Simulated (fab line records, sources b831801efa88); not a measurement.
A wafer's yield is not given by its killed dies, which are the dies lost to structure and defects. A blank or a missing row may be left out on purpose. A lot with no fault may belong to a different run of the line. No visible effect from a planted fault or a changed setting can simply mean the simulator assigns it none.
Which tool did it? || flow gf180mcu || 33 wafers from 11 lots sampled at 3 of the route's 602 steps

WHAT THE GAUGES READ, wafer by wafer
GF_HV_LDD_TW_MEAS_50.
{"lot": "L993", "measured": "day 13 03:46", "on": "filmMetro-04", "HV_LDD_4_TW": "574 575 574"}
{"lot": "L994", "measured": "day 13 08:18", "on": "filmMetro-01", "HV_LDD_4_TW": "573 568 569"}
{"lot": "L996", "measured": "day 13 19:34", "on": "filmMetro-04", "HV_LDD_4_TW": "573 573 574"}
{"lot": "L998", "measured": "day 14 17:36", "on": "filmMetro-01", "HV_LDD_4_TW": "570 569 568"}
{"lot": "L101", "measured": "day 15 17:29", "on": "filmMetro-04", "HV_LDD_4_TW": "573 575 574"}
{"lot": "L106", "measured": "day 17 13:15", "on": "filmMetro-04", "HV_LDD_4_TW": "30 30 30"}
{"lot": "L107", "measured": "day 17 16:17", "on": "filmMetro-02", "HV_LDD_4_TW": "30 30 30"}
{"lot": "L110", "measured": "day 19 00:52", "on": "filmMetro-01", "HV_LDD_4_TW": "570 573 570"}
{"lot": "L112", "measured": "day 19 14:02", "on": "filmMetro-02", "HV_LDD_4_TW": "557 557 556"}
{"lot": "L113", "measured": "day 20 05:54", "on": "filmMetro-04", "HV_LDD_4_TW": "573 571 572"}
{"lot": "L114", "measured": "day 20 06:04", "on": "filmMetro-01", "HV_LDD_4_TW": "570 569 568"}

WHICH TOOL RAN EACH LOT (tool, then ch and the chambers of the sampled wafers, then the start)
{"lot": "L993", "GF_HV_LDD_STRIP_37": "plasmaAsher-02 ch 0, day 12 07:31", "GF_HV_LDD_STRIP_49": "plasmaAsher-04 ch 1, day 13 03:40"}
{"lot": "L994", "GF_HV_LDD_STRIP_37": "plasmaAsher-03 ch 0,1, day 12 11:37", "GF_HV_LDD_STRIP_49": "plasmaAsher-02 ch 0,1, day 13 08:13"}
{"lot": "L996", "GF_HV_LDD_STRIP_37": "plasmaAsher-03 ch 0,1, day 12 23:48", "GF_HV_LDD_STRIP_49": "plasmaAsher-04 ch 0,1, day 13 19:28"}
{"lot": "L998", "GF_HV_LDD_STRIP_37": "plasmaAsher-04 ch 0,1, day 13 21:07", "GF_HV_LDD_STRIP_49": "plasmaAsher-04 ch 0,1, day 14 17:30"}
{"lot": "L101", "GF_HV_LDD_STRIP_37": "plasmaAsher-03 ch 0,1, day 14 19:57", "GF_HV_LDD_STRIP_49": "plasmaAsher-02 ch 0,1, day 15 17:22"}
{"lot": "L106", "GF_HV_LDD_STRIP_37": "plasmaAsher-03 ch 0,1, day 16 13:40", "GF_HV_LDD_STRIP_49": "plasmaAsher-03 ch 0,1, day 17 13:09"}
{"lot": "L107", "GF_HV_LDD_STRIP_37": "plasmaAsher-02 ch 0,1, day 16 17:29", "GF_HV_LDD_STRIP_49": "plasmaAsher-02 ch 0,1, day 17 16:13"}
{"lot": "L110", "GF_HV_LDD_STRIP_37": "plasmaAsher-02 ch 0,1, day 18 00:30", "GF_HV_LDD_STRIP_49": "plasmaAsher-03 ch 0,1, day 19 00:46"}
{"lot": "L112", "GF_HV_LDD_STRIP_37": "plasmaAsher-02 ch 0,1, day 18 13:39", "GF_HV_LDD_STRIP_49": "plasmaAsher-02 ch 0,1, day 19 13:55"}
{"lot": "L113", "GF_HV_LDD_STRIP_37": "plasmaAsher-04 ch 0,1, day 18 16:43", "GF_HV_LDD_STRIP_49": "plasmaAsher-02 ch 1, day 20 05:48"}
{"lot": "L114", "GF_HV_LDD_STRIP_37": "plasmaAsher-03 ch 0,1, day 19 05:34", "GF_HV_LDD_STRIP_49": "plasmaAsher-03 ch 0,1, day 20 05:58"}
- GF_HV_LDD_STRIP_37: strips in O2/N2.
- GF_HV_LDD_STRIP_49: strips in O2/N2.

THE ANSWER, worked out from the rows above alone
Rule: usual is defined by the lots themselves. Put in order of their means at a reading, lots are off if they are a third of the lots or fewer, leave a main group of 4 or more, and stand apart from it by a gap of 3 or more times the standard deviation of the main group's means; of several such gaps the widest counts. If all means in a main group match to the digits the tables above print for the reading, that group is not used. A lot without any number at a reading at which 4 lots or more have one is off too. All remaining lots with rows at the step are treated as sound.
Off: L106, L107, seen at GF_HV_LDD_TW_MEAS_50 (HV_LDD_4_TW). Mean 570 and standard deviation 5.1 in the main group.
If a tool, at a process step before that reading, ran all the lots that are off and no sound lot after the first of them, it fits. Those tools and the gauges at GF_HV_LDD_TW_MEAS_50 are tried in the same way. None of those tried fits.

WHAT HAD BEEN PUT IN BY THE SIMULATOR
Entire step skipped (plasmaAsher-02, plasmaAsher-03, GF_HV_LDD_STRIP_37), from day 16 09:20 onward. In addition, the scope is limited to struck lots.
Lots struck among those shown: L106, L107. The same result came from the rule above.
